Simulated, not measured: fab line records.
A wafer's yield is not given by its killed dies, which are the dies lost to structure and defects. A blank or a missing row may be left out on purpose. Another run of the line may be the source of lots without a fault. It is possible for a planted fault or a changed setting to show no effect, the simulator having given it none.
Chamber matching ; flow gf180mcu ; GF_V5_CMP_04 on cmp-02: 4 sister chambers
The step polishes SiO2. 8 wafers are shown with their chamber, then 8 later ones without.

WAFERS PAIRED WITH THEIR CHAMBERS
wafer;chamber;motor current A (A);edge zone pressure frac
L702.2;0;12.4;0.995
L706.1;0;12.5;0.996
L706.2;2;14.7;1.009
L706.6;1;12.4;1.001
L713.4;1;11.5;0.994
L713.5;3;11.0;0.997
L713.6;2;14.3;0.998
L715.1;3;10.7;0.999

WAFERS WITH NO CHAMBER GIVEN
wafer;motor current A (A);edge zone pressure frac
L715.3;12.8;1.003
L715.4;14.6;0.998
L717.1;11.1;0.999
L717.2;12.6;1.004
L717.3;12.0;0.998
L721.4;12.3;1.000
L721.5;12.0;0.998
L721.6;12.3;1.008

EACH ONE'S CHAMBER
wafer;from the rows above;in truth
L715.3;can't be placed: 0 or 1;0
L715.4;2;2
L717.1;can't be placed: 3 or 1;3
L717.2;can't be placed: 0 or 1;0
L717.3;can't be placed: 1 or 0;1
L721.4;can't be placed: 0 or 1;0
L721.5;can't be placed: 1 or 0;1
L721.6;can't be placed: 1 or 0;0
Correct placement for 1 of the 8. Can't be placed from these rows: 7 (the true chamber is among the candidates in 7). 0 placed wrongly.
How it was worked out, from the rows above alone: a wafer's distance from a chamber is the root of the sum, over the readings, of the square of ((its reading less the chamber's mean) divided by the reading's scatter). If the next closest chamber is less than 2 further off than the closest, the wafer can't be placed; otherwise it belongs to the closest. A chamber's mean is the mean of its shown wafers. The scatter is the square root of a quotient: the sum, over the shown wafers, of each reading's squared deviation from its chamber's mean, divided by wafers minus chambers.
